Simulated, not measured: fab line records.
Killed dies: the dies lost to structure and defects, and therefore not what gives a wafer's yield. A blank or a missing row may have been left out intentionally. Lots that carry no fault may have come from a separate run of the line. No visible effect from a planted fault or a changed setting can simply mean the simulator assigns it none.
Which tool was responsible? -- flow gf180mcu -- 11 lots with 33 wafers sampled at 3 steps, on a route of 602 steps

== WHAT THE GAUGES READ, wafer by wafer ==
GF_V3_THK_MEAS_03.
lot,measured,on,V3_CVD_02_THK (nm)
L575,day 21 23:56,film_metro-03,838 868 844
L578,day 23 01:53,film_metro-03,843 845 865
L579,day 23 13:37,film_metro-02,834 850 864
L582,day 24 08:41,film_metro-02,842 860 852
L583,day 24 20:20,film_metro-03,860 846 845
L586,day 25 20:32,film_metro-02,848 851 857
L587,day 26 00:46,film_metro-04,847 835 857
L589,day 26 18:50,film_metro-04,829 836 840
L590,day 26 21:31,film_metro-02,902 888 901 901 888 902
L591,day 27 08:31,film_metro-03,879 892 890 879 892 890
L597,day 28 23:25,film_metro-03,853 862 861

== WHAT TOOL EACH LOT RAN ON (gives the tool, then ch and the chambers of the sampled wafers, and finally the start) ==
lot,GF_V2_CMP_26,GF_V3_CVD_02
L575,"cmp-01 ch 1,3, day 20 23:17","pecvd-02 ch 0,1,2, day 21 23:52"
L578,"cmp-01 ch 0,2,3, day 22 01:28","pecvd-03 ch 1,2, day 23 01:49"
L579,"cmp-01 ch 0,1,2, day 22 13:49","pecvd-03 ch 0,1, day 23 13:32"
L582,"cmp-02 ch 0,1,3, day 23 08:51","pecvd-01 ch 0,1, day 24 08:37"
L583,"cmp-02 ch 0,2,3, day 23 20:17","pecvd-02 ch 0,1,2, day 24 20:16"
L586,"cmp-01 ch 1,2,3, day 24 22:07","pecvd-03 ch 0,1,2, day 25 20:28"
L587,"cmp-02 ch 0,2,3, day 25 01:46","pecvd-02 ch 0,2, day 26 00:42"
L589,"cmp-02 ch 0,1, day 25 19:59","pecvd-02 ch 0,1,2, day 26 18:46"
L590,"cmp-02 ch 0,1, day 25 22:50","pecvd-02 ch 0,1,2, day 26 21:28"
L591,"cmp-01 ch 0,3, day 26 10:05","pecvd-02 ch 0,1,2, day 27 08:26"
L597,"cmp-01 ch 0,2,3, day 28 02:20","pecvd-03 ch 0,2, day 28 23:20"
- GF_V2_CMP_26: polishes, stops on SiO2, t overpolish 15 s, target thk 0 nm.
- GF_V3_CVD_02: deposits SiO2 from TEOS, target thk 850 nm, time 94.851 s.

== THE ANSWER, worked out from the rows above alone ==
Rule: the usual values come from the lots themselves. The widest of any qualifying gaps counts: lots, ordered by their means at a reading, are off when they make up no more than a third of the lots, leave a main group of 4 or more, and stand apart from it by 3 or more times the standard deviation of that group's means. Not used: any main group whose means are identical at the precision the tables above print for the reading. A lot without any number at a reading at which 4 lots or more have one is off too. Any other lot the step has rows for is counted as sound.
Off: L590, L591, at GF_V3_THK_MEAS_03 (V3_CVD_02_THK). Mean 849 nm and standard deviation 5.9 in the main group.
A tool fits if, at a process step before that reading, it ran every lot that is off, and no sound lot after the first of them. Those tools and the gauges at GF_V3_THK_MEAS_03 are tried in the same way. One fits: GF_V3_CVD_02 on pecvd-02. A fault onset in the window from L589 (day 26 18:46, its last sound lot) to L590 (day 26 21:28, its first lot off) fits.

== WHAT WAS PUT IN BY THE SIMULATOR ==
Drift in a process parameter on pecvd-02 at GF_V3_CVD_02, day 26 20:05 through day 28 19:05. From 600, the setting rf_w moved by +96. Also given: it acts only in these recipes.
Lots struck among those shown: L590, L591. This agrees with what the rule above found.
